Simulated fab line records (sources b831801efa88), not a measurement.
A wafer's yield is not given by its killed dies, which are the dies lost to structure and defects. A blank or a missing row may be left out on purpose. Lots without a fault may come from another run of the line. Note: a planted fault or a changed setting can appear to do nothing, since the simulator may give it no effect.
fab line records | flow sky130
record: lots: 4 wafers: 12 last_day: 50
route steps=708 shown POLY_CUT@317 SD_P@320 RES_XHIGH@332 SD_N@342 PAD_OPEN@708
lots untouched by any fault: they come from a run of this same line in which no faults occurred
start_h: hours from the record's first day to the start of the lot's first wafer shown | wait_h: hours from the lot's prior step to this one | " identical to the entry in the row above | L1.1+2: one row covering several wafers at once | - no value, or no start was given | * or withheld: withheld | < > ~ a bound
route shown NAME@n: NAME is a module with steps in the file, n the number in the route of the first one | usual: mean/standard deviation of fault-free wafers | same: alike in all rows | chamber/n: place in a boat | sites: the reading at each site | _std_site: the standard deviation of these | _edge_site: inner sites' mean taken away from outer sites' mean | radius_mm: for every site, how far away it sits from the centre of the wafer | mask NAME#n: copy n | behind: tool/chamber where the wafer was last shaped | hold: reason for holding the lot/hours on hold/outcome of the hold | device: transistor that didn't switch, given as n, p or np | end of line: tests run on the same wafers once the route is complete | step lacking rows: just its recipe | killed: not the wafer's yield, but the dies lost to structure and defects at the first sort | map: dies across one wafer; x = killed, . = not, _ = none there
set.NAME: the run value of the setting; set.NAME@STEP: its run value at that earlier step | model.NAME: the simulator's own value behind a step, which no gauge read
lots at some steps of the route; a table a step, a row a wafer
services: from which hour (start_h, from the record's first day; less than 0 if before it) a tool's chamber was out of use, for how many hours, and why
== steps ==
step: SKY_POLY_CUT_ETCH_10
recipe: chemistry: N2/H2 target: BARC ion_energy_ev: 200 source_w: 500 bias_w: 100 pressure_mtorr: 30 n2_flow_sccm: 100 h2_flow_sccm: 200 stop_on: SiO2 time_s: 45.9 target_depth_a: 600
step: SKY_POLY_CUT_ETCH_11
recipe: target: Si3N4 chemistry: CF4/CH2F2/Ar stop_on: poly-Si source_w: 600 bias_w: 150 pressure_mtorr: 40 cf4_flow_sccm: 40 ch2f2_flow_sccm: 20 Ar_flow_sccm: 150 time_s: 42.5 target_depth_a: 600
step: SKY_POLY_CUT_STRIP_12
recipe: chemistry: O2/N2 power_w: 1400 pressure_mtorr: 1500 platen_temp_c: withheld o2_flow_sccm: 3000 n2_flow_sccm: 300 overash_fraction: 0.5
step: SKY_SD_P_DEHYDRATE_00
recipe: temp_c: 200 time_s: 60
step: SKY_SD_P_HMDS_01
recipe: prime_time_s: 60 prime_temp_c: 120
step: SKY_SD_P_COAT_02
recipe: resist: NOVOLAK spin_rpm: 3000 resist_thk_nm: 1140
step: SKY_SD_P_SOFTBAKE_03
recipe: temp_c: 90 time_s: 60 resist: NOVOLAK
step: SKY_SD_P_EXPOSE_04
recipe: mask_id: PSDM na: 0.6 source_shape: conventional sigma_outer: 0.6 polarization: unpolarized target_cd_nm: 380 dose_mj: 138
step: SKY_SD_P_PEB_05
recipe: temp_c: withheld time_s: * resist: NOVOLAK
step: SKY_SD_P_DEVELOP_06
recipe: resist: NOVOLAK developer: TMAH develop_time_s: 60 dev_temp_c: 23
step: SKY_SD_P_IMPLANT_09
recipe: species: BF2 energy_kev: 20 dose_cm2: 3e+15 tilt_deg: 0
usual: beam_energy_keV: 19.999/0.0063 beam_on_s: 13.8/0.62 dose_ions_cm2: 3e+15/3.7e+12 end_station_pressure_torr: 1.39e-05/8.2e-07 faraday_current_uA: 11901/500
columns lot.wafer tool chamber start_h wait_h beam_energy_keV beam_on_s dose_ions_cm2 end_station_pressure_torr faraday_current_uA
L520.1 implanter-04 0 678.33 0.0 20.000 9.8 1.335e+15 1.09e-05 7489
L520.4 " 0 " " 19.992 10.1 1.328e+15 1.11e-05 7221
L520.6 " 0 " " 19.994 10.4 1.329e+15 1.12e-05 7053
L523.1 implanter-04 0 684.48 0.0 20.011 9.8 1.332e+15 1.12e-05 7506
L523.4 " 0 " " 20.003 9.8 1.337e+15 1.07e-05 7487
L523.6 " 0 " " 20.008 9.8 1.328e+15 1.11e-05 7540
L530.3 implanter-01 0 735.53 0.1 19.995 13.7 2.994e+15 1.36e-05 11947
L530.4 " 0 " " 19.989 14.2 2.997e+15 1.47e-05 11540
L530.6 " 0 " " 19.995 13.9 2.996e+15 1.35e-05 11860
L533.2 implanter-04 0 760.36 0.0 19.998 13.3 2.997e+15 1.4e-05 12257
L533.5 " 0 " " 20.004 13.2 2.993e+15 1.35e-05 12352
L533.6 " 0 " " 20.000 13.4 3e+15 1.39e-05 12183
step: SKY_SD_P_STRIP_10
recipe: chemistry: O2/N2 power_w: 1400 pressure_mtorr: 1500 platen_temp_c: withheld o2_flow_sccm: 3000 n2_flow_sccm: 300 overash_fraction: 0.5
usual: drypump_motor_current_A: 5.7/0.57 oes_product_au: 0.617/0.0041 strip_time_to_endpoint_s: 17.49/0.046
columns lot.wafer tool chamber start_h wait_h drypump_motor_current_A oes_product_au rf_hours_counter_h strip_time_to_endpoint_s
L520.1 plasma_asher-04 1 678.48 0.1 4.7 0.650 101 15.96
L520.4 " 1 " " 4.7 0.654 - 15.94
L520.6 " 1 " " 4.7 0.650 - 15.90
L523.1 plasma_asher-01 1 684.63 0.1 5.4 0.660 52 16.05
L523.4 " 1 " " 5.5 0.652 - 16.00
L523.6 " 0 " " 6.2 0.654 - 15.99
L530.3 plasma_asher-01 0 735.67 0.1 6.1 0.618 - 17.44
L530.4 " 1 " " 5.5 0.608 - 17.42
L530.6 " 0 " " 6.2 0.619 - 17.46
L533.2 plasma_asher-01 0 760.48 0.1 6.2 0.617 59 17.59
L533.5 " 1 " " 5.4 0.618 - 17.53
L533.6 " 0 " " 6.1 0.623 - 17.56
step: SKY_SD_P_TW_MEAS_11
usual: SD_P_TW: 2861/27
columns lot.wafer tool chamber start_h wait_h SD_P_TW
L520.1 film_metro-01 - 678.58 0.1 2382
L520.4 " - " " 2400
L520.6 " - " " 2397
L523.1 film_metro-03 - 684.73 0.1 2379
L523.4 " - " " 2381
L523.6 " - " " 2367
L530.3 film_metro-03 - 735.75 0.1 2856
L530.4 " - " " 2840
L530.6 " - " " 2853
L533.2 film_metro-04 - 760.59 0.1 2900
L533.5 " - " " 2910
L533.6 " - " " 2902
step: SKY_RES_XHIGH_DEHYDRATE_00
recipe: temp_c: 200 time_s: 60
step: SKY_RES_XHIGH_HMDS_01
recipe: prime_time_s: 60 prime_temp_c: 120
step: SKY_RES_XHIGH_COAT_02
recipe: resist: NOVOLAK spin_rpm: 3000 resist_thk_nm: 1140
step: SKY_RES_XHIGH_SOFTBAKE_03
recipe: temp_c: 90 time_s: 60 resist: NOVOLAK
step: SKY_RES_XHIGH_EXPOSE_04
recipe: mask_id: URPM na: 0.6 source_shape: conventional sigma_outer: 0.6 polarization: unpolarized target_cd_nm: 1270 dose_mj: 140
step: SKY_RES_XHIGH_PEB_05
recipe: temp_c: withheld time_s: * resist: NOVOLAK
step: SKY_RES_XHIGH_DEVELOP_06
recipe: resist: NOVOLAK developer: TMAH develop_time_s: 60 dev_temp_c: 23
step: SKY_RES_XHIGH_IMPLANT_07
recipe: species: BF2 energy_kev: 20 dose_cm2: 3.6e+14 tilt_deg: 0
step: SKY_RES_XHIGH_STRIP_08
recipe: chemistry: O2/N2 power_w: 1400 pressure_mtorr: 1500 platen_temp_c: withheld o2_flow_sccm: 3000 n2_flow_sccm: 300 overash_fraction: 0.5
step: SKY_SD_N_DEHYDRATE_00
recipe: temp_c: 200 time_s: 60
step: SKY_SD_N_HMDS_01
recipe: prime_time_s: 60 prime_temp_c: 120
step: SKY_SD_N_COAT_02
recipe: resist: NOVOLAK spin_rpm: 3000 resist_thk_nm: 1140
step: SKY_SD_N_SOFTBAKE_03
recipe: temp_c: 90 time_s: 60 resist: NOVOLAK
step: SKY_SD_N_EXPOSE_04
recipe: mask_id: NSDM na: 0.6 source_shape: conventional sigma_outer: 0.6 polarization: unpolarized target_cd_nm: 380 dose_mj: 141
step: SKY_SD_N_PEB_05
recipe: temp_c: withheld time_s: * resist: NOVOLAK
step: SKY_SD_N_DEVELOP_06
recipe: resist: NOVOLAK developer: TMAH develop_time_s: 60 dev_temp_c: 23
step: SKY_SD_N_IMPLANT_09
recipe: species: As energy_kev: 50 dose_cm2: 4e+15 tilt_deg: 0
step: SKY_SD_N_IMPLANT_10
recipe: species: P energy_kev: 20 dose_cm2: 1e+14 tilt_deg: 0
step: SKY_SD_N_STRIP_11
recipe: chemistry: O2/N2 power_w: 1400 pressure_mtorr: 1500 platen_temp_c: withheld o2_flow_sccm: 3000 n2_flow_sccm: 300 overash_fraction: 0.5
step: SKY_SD_N_CLEAN_13
recipe: chemistry: SC1/SC2 mix: 1:4:20 temp_c: 70 time_s: 150 dry: n2_spin
step: SKY_SD_N_RTA_14
recipe: temp_c: 1075 time_s: 2 idle_temp_c: 650 ramp_up_c_per_s: 150 ramp_down_c_per_s: 90 ambient: N2
step: SKY_SD_N_RS_MEAS_17
recipe: thk_meas_gauge: four-point-probe
usual: SD_P_RS: 147.0/0.35
columns lot.wafer tool chamber start_h wait_h SD_P_RS[ohm/sq]
L520.1 film_metro-01 - 734.43 0.1 162.9
L520.4 " - " " 162.8
L520.6 " - " " 162.6
L523.1 film_metro-04 - 741.39 0.1 163.3
L523.4 " - " " 163.3
L523.6 " - " " 163.5
L530.3 film_metro-03 - 790.48 0.1 146.9
L530.4 " - " " 147.7
L530.6 " - " " 147.5
L533.2 film_metro-01 - 815.41 0.1 146.2
L533.5 " - " " 146.6
L533.6 " - " " 146.2
step: SKY_PAD_OPEN_PROBE_99
usual: killed_at_M0_to_M3: 43/6.4 killed_at_M4_up: 2.9/1.7 killed_at_contacts: 24/5 killed_at_front_end: 15/4 killed_at_other: 0.4/0.62 killed_dies: 86/9.3 killed_open: 47/6.8 killed_short: 38/5.8
same: gross_dies: 492 killed_at_back_side: 0
columns lot.wafer tool chamber start_h wait_h killed_at_M0_to_M3 killed_at_M4_up killed_at_contacts killed_at_front_end killed_at_other killed_dies killed_open killed_short model.etest.licon_high_po.rc_ohm model.etest.res_high_po.line_ohm_um model.etest.res_pdiff.line_ohm_um model.etest.pfet_01v8.r_on_ohm_um model.etest.res_high_po.rs_ohm_sq model.etest.pfet_g5v0d10v5.r_on_ohm_um model.etest.licon_pdiff.rc_ohm model.etest.res_pdiff_hv.rs_ohm_sq
L520.1 prober-02 - 1139.05 0.1 46 0 25 19 0 90 53 36 1798 1581 1774 3310 541.5 4971 802.1 249.4
L520.4 prober-02 - 1139.20 0.2 43 4 20 23 3 93 55 35 1892 1535 1720 3468 539.7 5074 848.7 249.5
L520.6 prober-02 - 1139.30 0.2 41 2 22 17 1 83 49 34 1870 1585 1757 3395 551.5 5083 827.1 249.5
L523.1 prober-01 - 1144.80 0.1 59 4 21 16 0 100 55 45 1739 1555 1723 3213 545 4933 803.5 245.1
L523.4 prober-01 - 1144.95 0.2 43 3 29 9 0 84 47 37 1734 1519 1723 3205 537.6 4891 813.9 247.4
L523.6 prober-01 - 1145.05 0.2 44 3 24 23 1 95 54 41 1850 1590 1686 3199 542.8 4884 843.4 246.5
L530.3 prober-02 - 1177.10 0.2 29 2 32 13 0 76 42 34 353.3 738.5 1388 2919 260.4 4716 595.1 195.6
L530.4 prober-02 - 1177.15 0.2 40 6 26 13 0 85 48 37 359.4 750.3 1400 2974 267.3 4724 616.8 194.4
L530.6 prober-02 - 1177.25 0.2 46 4 18 17 0 85 53 32 361.6 736.8 1412 2946 259 4802 611.1 195.4
L533.2 prober-01 - 1190.39 0.1 51 3 31 14 0 99 57 42 363.6 761.7 1342 2793 267.1 4592 575.6 187.3
L533.5 prober-01 - 1190.54 0.2 48 4 31 13 1 97 51 45 358.5 777.5 1349 2750 269.9 4574 577.5 187.9
L533.6 prober-01 - 1190.59 0.2 39 3 38 12 1 93 55 38 345.8 762.1 1359 2732 267 4632 580.6 187.8
killed by level:class
L520.1 VIA1:geometric_particle:open=16 CONTACT:geometric_particle:open=12 VIA2:geometric_particle:open=7 LI_CONTACT:geometric_particle:open=6 FIELD_ISO:geometric_particle:short=5 FIELD_ISO:geometric_particle:open=5 VIA3:geometric_particle:short=5 VIA1:geometric_particle:short=4
L520.4 FIELD_ISO:geometric_particle:open=10 VIA1:geometric_particle:open=10 CONTACT:geometric_particle:open=9 VIA3:geometric_particle:open=8 VIA2:geometric_particle:open=6 METAL2:geometric_particle:short=6 FIELD_ISO:geometric_particle:short=5 VIA1:geometric_particle:short=5
L520.6 VIA1:geometric_particle:open=14 CONTACT:geometric_particle:open=10 FIELD_ISO:geometric_particle:short=5 VIA2:geometric_particle:open=5 VIA3:geometric_particle:short=5 LI_CONTACT:geometric_particle:open=4 METAL1:geometric_particle:short=4 FIELD_ISO:geometric_particle:open=3
L523.1 VIA1:geometric_particle:open=13 CONTACT:geometric_particle:open=8 VIA2:geometric_particle:open=8 METAL2:geometric_particle:short=6 VIA2:geometric_particle:short=6 VIA3:geometric_particle:open=6 FIELD_ISO:geometric_particle:short=5 VIA1:geometric_particle:short=5
L523.4 VIA1:geometric_particle:open=15 LI_CONTACT:geometric_particle:open=10 CONTACT:geometric_particle:open=10 METAL2:geometric_particle:short=7 VIA1:geometric_particle:short=5 FIELD_ISO:geometric_particle:open=4 CONTACT:geometric_particle:short=4 VIA3:geometric_particle:short=4
L523.6 CONTACT:geometric_particle:open=11 VIA1:geometric_particle:open=10 VIA2:geometric_particle:open=8 VIA1:geometric_particle:short=6 LI_CONTACT:geometric_particle:open=6 METAL1:geometric_particle:short=6 VIA3:geometric_particle:open=6 FIELD_ISO:geometric_particle:open=5
L530.3 CONTACT:geometric_particle:open=14 VIA1:geometric_particle:open=8 FIELD_ISO:geometric_particle:short=6 CONTACT:geometric_particle:short=6 LOCAL_INTERCONNECT:geometric_particle:short=5 VIA3:geometric_particle:open=5 LI_CONTACT:geometric_particle:open=4 METAL2:geometric_particle:open=4
L530.4 CONTACT:geometric_particle:open=12 VIA1:geometric_particle:open=7 METAL1:geometric_particle:short=6 VIA3:geometric_particle:open=6 FIELD_ISO:geometric_particle:open=5 LI_CONTACT:geometric_particle:open=5 VIA2:geometric_particle:open=5 METAL3:geometric_particle:short=5
L530.6 VIA2:geometric_particle:open=14 VIA3:geometric_particle:open=8 CONTACT:geometric_particle:open=6 VIA1:geometric_particle:open=5 FIELD_ISO:geometric_particle:open=4 POLY_GATE:geometric_particle:short=4 CONTACT:geometric_particle:short=4 VIA2:geometric_particle:short=4
L533.2 VIA1:geometric_particle:open=11 CONTACT:geometric_particle:open=11 VIA2:geometric_particle:open=11 VIA1:geometric_particle:short=8 LOCAL_INTERCONNECT:geometric_particle:short=7 LI_CONTACT:geometric_particle:open=7 METAL2:geometric_particle:short=6 VIA3:geometric_particle:open=6
L533.5 CONTACT:geometric_particle:open=10 LI_CONTACT:geometric_particle:open=8 METAL2:geometric_particle:short=7 VIA3:geometric_particle:open=7 VIA2:geometric_particle:open=6 LOCAL_INTERCONNECT:geometric_particle:short=5 VIA1:geometric_particle:short=5 METAL3:geometric_particle:short=5
L533.6 CONTACT:geometric_particle:open=14 VIA1:geometric_particle:open=11 LOCAL_INTERCONNECT:geometric_particle:short=9 VIA3:geometric_particle:open=7 LI_CONTACT:geometric_particle:open=6 VIA2:geometric_particle:open=6 CONTACT:geometric_particle:short=6 VIA1:geometric_particle:short=6
== services ==
columns tool chamber start_h hours kind
implanter-04 - 671.57 1.9 repair
plasma_asher-04 - 683.13 2.8 pm
plasma_asher-04 - 733.75 9.0 pm
plasma_asher-04 0 733.75 9.0 vent_cycle
plasma_asher-04 1 733.75 9.0 vent_cycle
plasma_asher-04 0 742.75 - clean
plasma_asher-04 1 742.75 - clean
implanter-04 - 743.38 3.5 repair
implanter-04 - 746.90 4.0 pm
== key ==
first_sign: step: SKY_SD_P_IMPLANT_09 reading: dose_ions_cm2 direction: down sigmas: 99+ usual: * struck: *
effect: step: SKY_SD_P_IMPLANT_09 reading: faraday_current_uA direction: down sigmas: 9 usual: 11901 struck: 7383
effect: step: SKY_SD_P_STRIP_10 reading: strip_time_to_endpoint_s direction: down sigmas: 33 usual: * struck: *
effect: step: SKY_SD_P_TW_MEAS_11 reading: SD_P_TW direction: down sigmas: 18 usual: 2861 struck: 2384
effect: step: SKY_SD_N_RS_MEAS_17 reading: SD_P_RS direction: up sigmas: 45 usual: 147.0 struck: 163.1
model_effect: step: SKY_PAD_OPEN_PROBE_99 value: etest.licon_high_po.rc_ohm without: 359.5 struck: 1814
met_at SKY_SD_P_IMPLANT_09
struck_wafers L520.1,L520.4,L520.6,L523.1,L523.4,L523.6
tester_left_out L520,L523
fault: kind: process_parameter_drift tool: implanter-04 chamber: - onset_h: 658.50 steps: SKY_SD_P_IMPLANT_09 channel: dose_cm2 offset: * shape: step end_h: 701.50 acts_in: * stated: *
tester_left_out: of these lots the tester's yield and bins aren't shown, on N5 and GAA mostly nor the transistor test; their killed dies are dies lost to structure and defects alone, not to doping, threshold or leakage, so they don't give the yield
